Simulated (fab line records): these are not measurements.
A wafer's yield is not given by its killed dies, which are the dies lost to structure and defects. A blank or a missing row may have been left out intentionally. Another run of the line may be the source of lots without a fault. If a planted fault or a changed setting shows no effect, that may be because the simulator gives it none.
A lot that was struck, set against a sound lot | flow sky130 | 14 out of 708 route steps
Sound: wafers L592.1, L592.3, L592.5. Struck: wafers L581.1, L581.3, L581.5. At the end, the cause is stated.
Each step with rows lists, per side, the tool, then ch with its chambers, then its first start. Under that, the readings that differ: sound wafers | struck wafers | difference of the means | sigmas: that difference in standard deviations of wafers without a fault.
alike: same words and numbers on both sides, and readings whose means sit less than 2 such deviations apart. not compared: any withheld reading, any reading some wafer has no value for, any bound like >300 that may hide the same value, and any number with overlapping values for which the record gives no deviation.
A row with sigmas, a row that says differs or no value, or rows on one side alone: a step with any of these is where the two part. When numbers do not overlap yet have no deviation, they are printed without sigmas and do not part them. A reading that every wafer of one side lacks parts them only if that side has two wafers or more.

first, 4 steps without rows for these wafers: SKY_PWDE_SOFTBAKE_03; SKY_PWDE_EXPOSE_04 (exposes mask PWDEM, target cd 840 nm); SKY_PWDE_PEB_05; SKY_PWDE_DEVELOP_06 (develop time 60 s).
SKY_PWDE_OVL_MEAS_07:
  sound: overlay-02 at day 8 11:38; struck: overlay-01 at day 6 00:05
  alike: PWDE_OVL
following that, these wafers have no rows for 1 step: SKY_PWDE_IMPLANT_08.
SKY_PWDE_STRIP_09: strips in O2/N2.
  sound on plasma-asher-01 ch 0,1, day 8 11:50; struck on plasma-asher-03 ch 0,1, day 6 00:17
  alike: drypump-motor-current-A, n2-flow-sccm, o2-flow-sccm, oes-product-au, strip-time-to-endpoint-s
  not compared: rf-hours-counter-h
SKY_PWDE_TW_MEAS_10:
  sound: film-metro-01 at day 8 11:56; struck: film-metro-01 at day 6 00:23
  alike: PWDE_TW
then, 4 steps without rows for these wafers: SKY_NWELL_DEHYDRATE_03 (time 60 s); SKY_NWELL_HMDS_04 (prime time 60 s); SKY_NWELL_COAT_05 (resist thk 3000 nm); SKY_NWELL_SOFTBAKE_06.
SKY_NWELL_EXPOSE_07: exposes mask NWM, target cd 840 nm.
  struck on iline-stepper-02, day 6 10:25; sound on iline-stepper-01 ch 0, day 8 21:38
  no value came back on the struck wafers for exposure-dose-mJ-cm2, focus-offset-nm (nm); on the sound wafers exposure-dose-mJ-cm2 reads 254.66 255.10 255.12
  alike: mask
following that, these wafers have no rows for 1 step: SKY_NWELL_PEB_08.

WHERE THEY PART
At SKY_NWELL_EXPOSE_07 and nowhere else, as far as this record goes.

WHY: whatever the simulator had introduced
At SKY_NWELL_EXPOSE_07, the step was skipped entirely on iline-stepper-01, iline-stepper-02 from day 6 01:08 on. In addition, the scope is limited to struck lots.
